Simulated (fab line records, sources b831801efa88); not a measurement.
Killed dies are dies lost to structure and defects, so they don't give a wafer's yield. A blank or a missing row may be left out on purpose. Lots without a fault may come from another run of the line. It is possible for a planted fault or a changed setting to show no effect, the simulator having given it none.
Split-lot study ; flow gf180mcu ; 5 lots, 21 wafers read, on a route of 602 steps

## THE SPLIT ITSELF
At GF_M2_METAL_ETCH_16 (etches the open film in Cl2/BCl3, stops on SiO2, target depth 627.5 nm, time 104.6 s), the setting timeS was moved away from the recipe's 104.6 s on 7 of the 21 wafers read, by -9.4% to +12.1%. All remaining wafers had this setting at the recipe value.

The reading comes from the split's own step.

## THE READING
KrF_of_M2_COAT_09.thkNm (the simulator's own value, which no gauge read), in nm, at GF_M2_METAL_ETCH_16 (etches the open film in Cl2/BCl3, stops on SiO2, target depth 627.5 nm, time 104.6 s). The file gives no usual value for it. The 14 wafers here that ran the recipe average 734.6 nm, standard deviation 3.6 nm.

wafer;tool, chamber at the split;timeS as run, s;against the recipe;KrF_of_M2_COAT_09.thkNm, nm;against lot-mates on the recipe
L074.1;rieMetal-04, 1;104.6;recipe;729.9;-
L074.2;rieMetal-04, 0;104.6;recipe;735.1;-
L074.3;rieMetal-04, 1;94.74;-9.4%;754.5;+22.7
L074.5;rieMetal-04, 0;104.6;recipe;730.4;-
L074.6;rieMetal-04, 1;94.74;-9.4%;754.7;+22.9
L076.1;rieMetal-04, 0;104.6;recipe;735.5;-
L076.3;rieMetal-04, 0;104.6;recipe;736.5;-
L076.6;rieMetal-04, 0;104.6;recipe;733.5;-
L080.1;rieMetal-04, 0;104.6;recipe;735.7;-
L080.2;rieMetal-04, 1;104.6;recipe;737.4;-
L080.3;rieMetal-04, 0;104.6;recipe;733.2;-
L080.4;rieMetal-04, 1;104.6;recipe;738.2;-
L080.5;rieMetal-04, 1;104.6;recipe;731.3;-
L082.1;rieMetal-04, 0;104.6;recipe;731.7;-
L082.3;rieMetal-04, 0;104.6;recipe;731.7;-
L082.2;rieMetal-04, 1;95.92;-8.3%;751.5;+19.8
L082.4;rieMetal-04, 1;95.92;-8.3%;749.8;+18.1
L082.6;rieMetal-04, 1;95.92;-8.3%;751.8;+20.1
L083.3;rieMetal-02, 0;104.6;recipe;743.6;-
L083.4;rieMetal-02, 1;117.3;+12.1%;700.6;-43.0
L083.6;rieMetal-02, 1;117.3;+12.1%;701.8;-41.8

FIT RESULTS
A straight line over all 21 wafers: KrF_of_M2_COAT_09.thkNm changes by -2.39 nm for each +1% of timeS; r = -0.97; the points scatter about the line by 3.5 nm.
The same after taking each lot's own level away (the mean of its wafers on the recipe; 21 wafers): -2.91 nm for each +1%; r = -0.98; scatter 3.3 nm.
According to that fit, moving timeS by its largest amount changes the reading by 35 nm.
The lots' own levels span 731.70 to 743.60 nm, that is 3.3 times the standard deviation above.
So the lot-to-lot level changes the slope: the two fits differ.
Check: for one of the wafers moved furthest among these (+12.1%), held out of the fit, the line's prediction against its lot-mates is -34.5 nm. Against them it came out at -43 nm.

## THE OTHER SPLITS THESE WAFERS WENT THROUGH
Other splits were also applied to these wafers ahead of the reading. Each is held against what the fit with the lots' levels taken away leaves over:
other split on the same wafers;wafers away from the commonest value;r with KrF_of_M2_COAT_09.thkNm (lot level and that fit taken away)
GF_V1_CVD_02 timeS;8;-0.06
GF_V1_CMP_04 leaveAboveRefNm;11;-0.42
GF_V1_SPUTTER_21 powerW;7;-0.22

## THE WHOLE CHAIN: every reading that the file lists as answering this split, in the file's order
step;what it does;reading;change (the file's fit);r (the file's)
GF_M2_METAL_ETCH_16;etches the open film in Cl2/BCl3, stops on SiO2, target depth 627.5 nm, time 104.6 s;KrF_of_M2_COAT_09.thkNm (the simulator's own value, which no gauge read);-2.76 nm for each +1% of the setting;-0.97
GF_M2_STRIP_17;strips in O2/N2;stripTimeToEndpointS;withheld for each +1% of the setting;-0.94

## THE FILE'S OWN FIT
KrF_of_M2_COAT_09.thkNm changes by -2.76 nm for each +1% of timeS, r = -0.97.
